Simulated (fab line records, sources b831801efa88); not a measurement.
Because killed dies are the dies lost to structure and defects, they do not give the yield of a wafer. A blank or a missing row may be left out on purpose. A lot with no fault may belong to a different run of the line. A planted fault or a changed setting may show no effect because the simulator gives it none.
A struck lot beside a sound one || flow sky130 || 15 out of 708 route steps
Sound: wafers L609.2, L609.5, L609.6. Struck: wafers L626.3, L626.5. (L626.4 of the same lot was not struck and is left out.) The cause comes at the end.
Each step with rows lists, per side, the tool, then ch with its chambers, then its first start. Under that, the readings that differ: sound wafers || struck wafers || difference of the means || sigmas: that difference in standard deviations of wafers without a fault.
alike: readings whose means differ by less than 2 such deviations, and words and numbers that are the same on both sides. not compared: withheld readings, readings that some wafer has no value for, bounds like >300 that may hide the same value, and numbers for which the record gives no deviation and whose values overlap.
A row with sigmas, a row that says differs or no value, or rows on one side alone: a step with any of these is where the two part. Numbers that have no deviation but don't overlap get no sigmas and don't part them. A reading that every wafer of one side lacks parts them only if that side has two wafers or more.

first, 5 steps without rows for these wafers: SKY_VIA4_COAT_06 (resist thk 1140 nm); SKY_VIA4_SOFTBAKE_07 (time 60 s); SKY_VIA4_EXPOSE_08 (exposes mask VIM4, target cd 800 nm); SKY_VIA4_PEB_09; SKY_VIA4_DEVELOP_10 (develop time 60 s).
SKY_VIA4_OVL_MEAS_11:
  struck on overlay-02, day 48 00:58; sound on overlay-01, day 43 10:58
  alike: VIA4_OVL
SKY_VIA4_ETCH_12: etches SiO2 in C4F8/O2/Ar, stops on TiN, target depth 580 nm.
  sound on rie_diel-03 ch 0,1,2, day 43 10:59; struck on rie_diel-01 ch 0,3, day 48 01:00
  alike: oes_product_au
SKY_VIA4_STRIP_13: strips in O2/N2.
  sound on plasma_asher-02 ch 0,1, day 43 11:04; struck on plasma_asher-04 ch 0,1, day 48 01:06
  alike: drypump_motor_current_A, oes_product_au, strip_time_to_endpoint_s
  not compared: rf_hours_counter_h
then, 3 steps without rows for these wafers: SKY_VIA4_STRIP_14 (strips in post etch residue remover, time 1200 s); SKY_VIA4_CLEAN_15 (cleans in IPA, time 180 s); SKY_VIA4_CLEAN_16 (cleans in O3/DIW).
SKY_VIA4_SPUTTER_17: material TiN, target thk 20 nm, time 80 s.
  struck on pvd_sputter-04, day 48 01:40; sound on pvd_sputter-03, day 43 11:39
  alike: throttle_valve_pct
SKY_VIA4_CVD_18: deposits W, target thk 505 nm, time 152.14 s.
  sound on cvd_w-01 ch 0,1, day 43 11:43; struck on cvd_w-01 ch 0, day 48 01:46
{"reading": "chamber_pressure_Torr (Torr)", "sound": "39.89 40.12 40.03", "struck": "38.41 38.54", "difference": -1.54, "sigmas": -18}
{"reading": "model.W_of_VIA4_CVD_18.thk_nm (nm)", "sound": "508.9 507.4 505.1", "struck": "497.5 496.2", "difference": -10.3, "sigmas": ""}
  alike: heater_power_w
SKY_VIA4_RS_MEAS_19: measures by four-point-probe.
  struck on film_metro-01, day 48 01:55; sound on film_metro-04, day 43 11:53
{"reading": "VIA4_W_RS (ohm/sq)", "sound": "0.2243 0.2251 0.2262", "struck": "0.2294 0.2300", "difference": "+0.0045", "sigmas": "+2"}
-- the record jumps here: 2 days lie between the struck wafers' starts before and after (it left off in module VIA4 and takes up again in module PAD_OPEN, whose first step shown is number 708 of the route) --
SKY_PAD_OPEN_PROBE_99:
  struck on prober-01, day 50 10:22; sound on prober-01, day 46 15:28
  alike: defect_limited_yield, killed_at_M0_to_M3, killed_at_M4_up, killed_at_contacts, killed_at_front_end, killed_at_other, killed_dies, killed_open, killed_short, sort_bin_3_pad_short, sort_bin_5_function, sort_bin_6_memory, sort_n_pass, sort_yield_pct

WHERE THEY PART
First at SKY_VIA4_CVD_18; last, within this record, at SKY_VIA4_RS_MEAS_19. Later steps at which nothing parts them and some readings are alike: SKY_PAD_OPEN_PROBE_99.

WHY: what had been put in by the simulator
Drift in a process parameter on cvd_w-01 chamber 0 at SKY_VIA4_CVD_18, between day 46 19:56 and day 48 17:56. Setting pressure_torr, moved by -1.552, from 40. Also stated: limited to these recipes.
